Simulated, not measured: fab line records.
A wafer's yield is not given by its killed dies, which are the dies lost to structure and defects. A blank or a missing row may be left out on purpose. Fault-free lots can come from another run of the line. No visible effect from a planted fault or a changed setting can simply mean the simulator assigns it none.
Chamber matching -- flow sky130 -- SKY_PASSIVATION_CVD_00 on pecvd-02: 3 sister chambers
The step deposits SiO2, target thk 90 nm. 3 wafers are shown with their chamber, then 7 later ones without.

WAFERS WITH THEIR CHAMBER
wafer,chamber,heater power w (W)
L240.5,1,762
L242.2,0,686
L242.3,2,787

WAFERS WITHOUT THEIR CHAMBER
wafer,heater power w (W)
L242.6,687
L245.3,751
L245.5,790
L245.6,651
L250.2,608
L250.4,601
L250.6,735

EACH ONE'S CHAMBER
wafer,from the rows above,in truth
L242.6,can't be placed: 0 or 1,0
L245.3,can't be placed: 1 or 2 or 0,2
L245.5,can't be placed: 2 or 1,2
L245.6,can't be placed: 0 or 1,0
L250.2,can't be placed: 0 or 1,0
L250.4,can't be placed: 0 or 1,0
L250.6,can't be placed: 1 or 0 or 2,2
Placed correctly: 0 of 7. Not placeable from these rows: 7 (in 7, the candidates include the true chamber). 0 placed wrongly.
How it was worked out, from the rows above alone: a wafer's distance from a chamber is the root of the sum, over the readings, of the square of ((its reading less the chamber's mean) divided by the reading's scatter). If the next closest chamber is less than 2 further off than the closest, the wafer can't be placed; otherwise it belongs to the closest. A chamber's mean is the mean of its shown wafers. The scatter: root of mean squared gap, hidden wafer to nearest shown wafer, with one shown wafer a chamber.
